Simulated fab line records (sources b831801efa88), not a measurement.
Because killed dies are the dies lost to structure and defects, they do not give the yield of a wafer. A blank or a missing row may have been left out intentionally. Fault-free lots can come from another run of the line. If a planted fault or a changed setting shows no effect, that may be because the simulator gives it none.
Problem report in the 8D (eight disciplines) form, filled by code + flow sky130 + the parts of the form that need people (team, actions taken, sign-off) are left out

## 1. WHAT WENT WRONG
Wafers without a fault read 3.0, standard deviation 1.8; killed_at_M4_up at SKY_PAD_OPEN_PROBE_99 reads a mean of 43.8 on 6 wafers belonging to 2 lots. Measured from the usual mean, that is +23 standard deviations.
Seen first at day 49 16:05 on prober-02, wafer L918.1. Wafers with a number at this step in the record: 36, from 12 lots. By rule, "out" or "out of limits" means more than 4 standard deviations away from the usual mean. The rest of the wafers with a number are treated as sound.

## 2. WHAT THIS IS AND IS NOT
| question                    | is                     | is not                                                                                      |
|-----------------------------|------------------------|---------------------------------------------------------------------------------------------|
| which readings at this step | killed_at_M4_up        | killed_at_M0_to_M3, killed_at_contacts, killed_at_front_end, killed_open, sort_bin_6_memory |
| which lots                  | L918, L921             | L902, L906, L908, L910, L911, L912, L913, L915, L917, L920                                  |
| which wafers of those lots  | all that have a number | -                                                                                           |
| read on which tools         | prober-01, prober-02   | -                                                                                           |
| when                        | from day 49 16:05      | up to then (27 sound wafers); but 3 sound wafers of L920 came after                         |

## 3. SUSPECTS, AND WHAT RULES EACH OUT
Counting: a tool stays on the suspect list if, at a process step up to the reading, it processed all lots that are out and no sound lot following the first of them.
- pvd_sputter-01 at SKY_METAL5_SPUTTER_00 (material Ti, target thk 15 nm, time 10 s): kept. It processed each lot that is out, first L918 at day 47 05:06, and no sound lot thereafter; up to then, the last sound lot it processed was L915 at day 46 12:30.
- pvd_sputter-01 at SKY_METAL5_SPUTTER_02 (material AlCu, target thk 1150 nm, time 61.2 s): kept. It processed each lot that is out, first L918 at day 47 05:09, and no sound lot thereafter; up to then, the last sound lot it processed was L915 at day 46 12:33.
- pvd_sputter-01 at SKY_METAL5_SPUTTER_04 (material TiN, target thk 70 nm, time 58.3 s): kept. It processed each lot that is out, first L918 at day 47 05:13, and no sound lot thereafter; up to then, the last sound lot it processed was L915 at day 46 12:37.
The count leaves pvd_sputter-01 at SKY_METAL5_SPUTTER_00, pvd_sputter-01 at SKY_METAL5_SPUTTER_02, and pvd_sputter-01 at SKY_METAL5_SPUTTER_04.

## 4. THE CAUSE (what the simulator had put in)
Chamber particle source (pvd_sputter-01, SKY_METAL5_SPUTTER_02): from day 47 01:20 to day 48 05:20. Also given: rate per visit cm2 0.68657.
Counting left 3 suspects, and this tool is among them.

## 5. SEQUENCE OF EFFECTS, ordered by route
Each row: a reading whose mean over the struck wafers that have a number lies more than 3 standard deviations from the usual. Only readings whose record carries a usual standard deviation are examined. hours: median over the lots of the time between each lot's start at the first step of this table that gives one and its start at this step. sigmas: the change, counted in usual standard deviations.
| hours | step                  | reading              | usual  | on struck wafers | change | sigmas |
|-------|-----------------------|----------------------|--------|------------------|--------|--------|
| 0     | SKY_PAD_OPEN_PROBE_99 | defect_limited_yield | 82.5 % | 76.2             | -6.3   | -3.5   |
| 0     | SKY_PAD_OPEN_PROBE_99 | killed_at_M4_up      | 3.0    | 43.8             | +40.8  | +23    |
| 0     | SKY_PAD_OPEN_PROBE_99 | killed_dies          | 86     | 117              | +31    | +3.6   |
| 0     | SKY_PAD_OPEN_PROBE_99 | sort_bin_3_pad_short | 0.8 %  | 2.3              | +1.5   | +3.7   |
| 0     | SKY_PAD_OPEN_PROBE_99 | sort_n_pass          | 406    | 375              | -31    | -3.6   |
| 0     | SKY_PAD_OPEN_PROBE_99 | sort_yield_pct       | 82.5 % | 76.2             | -6.3   | -3.5   |
Its process steps:
- SKY_PAD_OPEN_PROBE_99

## 6. WHAT WOULD HAVE CAUGHT IT SOONER
The fault began at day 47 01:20; the first out-of-limits reading in this record came at day 49 16:05, 63 hours later.
Of the tool readings at SKY_METAL5_SPUTTER_02 for which the record gives a usual standard deviation, none was out on any struck wafer, so an alarm limit of 4 standard deviations on them would not have fired.
Each of the lots that are out, 2 in all, had begun SKY_METAL5_SPUTTER_02 on pvd_sputter-01 no later than day 49 16:05. Had the tool been put on hold then, not one of them would have been saved.
